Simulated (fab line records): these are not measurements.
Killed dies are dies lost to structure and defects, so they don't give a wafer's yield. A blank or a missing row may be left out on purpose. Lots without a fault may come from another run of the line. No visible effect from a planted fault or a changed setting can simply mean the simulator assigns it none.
Code-filled problem report in 8D (eight disciplines) form :: flow sky130 :: the parts of the form that need people (team, actions taken, sign-off) are left out

== 1. THE ISSUE ==
Mean of cathodeDcPowerW at SKY_METAL3_SPUTTER_02: 10053 W across 6 wafers in 2 lots; on wafers with no fault it is 10600 W (standard deviation 2). That is -99 or more standard deviations from the usual mean.
The step: material AlCu, target thk 735 nm, time 39.1 s.
Seen first at day 42 16:49 on pvdSputter-04, wafer L303.1. The record has a number at this step for 33 wafers belonging to 11 lots. Rule for "out", or "out of limits": more than 4 standard deviations from the usual mean. The rest of the wafers with a number are treated as sound.

== 2. WHAT IT IS AND WHAT IT IS NOT ==
question: which readings at this step
is: cathodeDcPowerW
is not: throttleValvePct

question: which lots
is: L303, L307
is not: L290, L292, L293, L295, L299, L301, L304, L308, L311

question: which wafers of those lots
is: all that have a number
is not: -

question: read on which tools
is: pvdSputter-04
is not: pvdSputter-01, pvdSputter-03

question: when
is: from day 42 16:49
is not: up to then (18 sound wafers); but 9 sound wafers of L304, L308, L311 came after

== 3. SUSPECTS, AND WHAT RULES EACH OUT ==
Counting: a tool at a process step up to the reading stays a suspect if it ran every lot that is out and no sound lot after the first of them.
- cmp-01 at SKY_VIA2_CMP_02 (polishes SiO2): ruled out as a lasting fault. Sound lots L308 ran on it after its first lot that is out, L303 (day 41 13:58).
- pvdSputter-04 at SKY_METAL3_SPUTTER_02 (material AlCu, target thk 735 nm, time 39.1 s): kept. It processed each lot that is out, first L303 at day 42 16:49, and no sound lot thereafter; up to then, the last sound lot it processed was L301 at day 42 08:01. Its own readings are out on those wafers: cathodeDcPowerW.
After counting, what remains is pvdSputter-04 at SKY_METAL3_SPUTTER_02.

== 4. THE CAUSE (what the simulator had put in) ==
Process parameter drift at SKY_METAL3_SPUTTER_02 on pvdSputter-04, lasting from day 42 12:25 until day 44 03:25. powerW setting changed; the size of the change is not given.
This tool alone remained once counting was done.

== 5. SEQUENCE OF EFFECTS, ordered by route ==
Rows list readings where the struck wafers' mean (over those with a number) sits beyond 3 standard deviations from the usual. Only readings whose record carries a usual standard deviation are examined. hours: median over the lots of the time between each lot's start at the first step of this table that gives one and its start at this step. sigmas: the change, counted in usual standard deviations.
hours: 0
step: SKY_METAL3_SPUTTER_02
reading: cathodeDcPowerW
usual: 10600 W
on struck wafers: 10053
change: -547
sigmas: -99 or more

hours: 48
step: SKY_METAL3_METAL_ETCH_18
reading: oesProductAu
usual: 0.867 a.u.
on struck wafers: 0.841
change: -0.026
sigmas: -3.9
Process steps it contains:
- SKY_METAL3_SPUTTER_02: material AlCu, target thk 735 nm, time 39.1 s.
- SKY_METAL3_METAL_ETCH_18: etches the open film in Cl2/BCl3, stops on SiO2, target depth 845 nm, time 183.1 s.

== 6. HOW IT WOULD HAVE BEEN CAUGHT EARLIER ==
In this record no reading fell out of limits until day 42 16:49, 4 hours after the fault had begun at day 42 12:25.
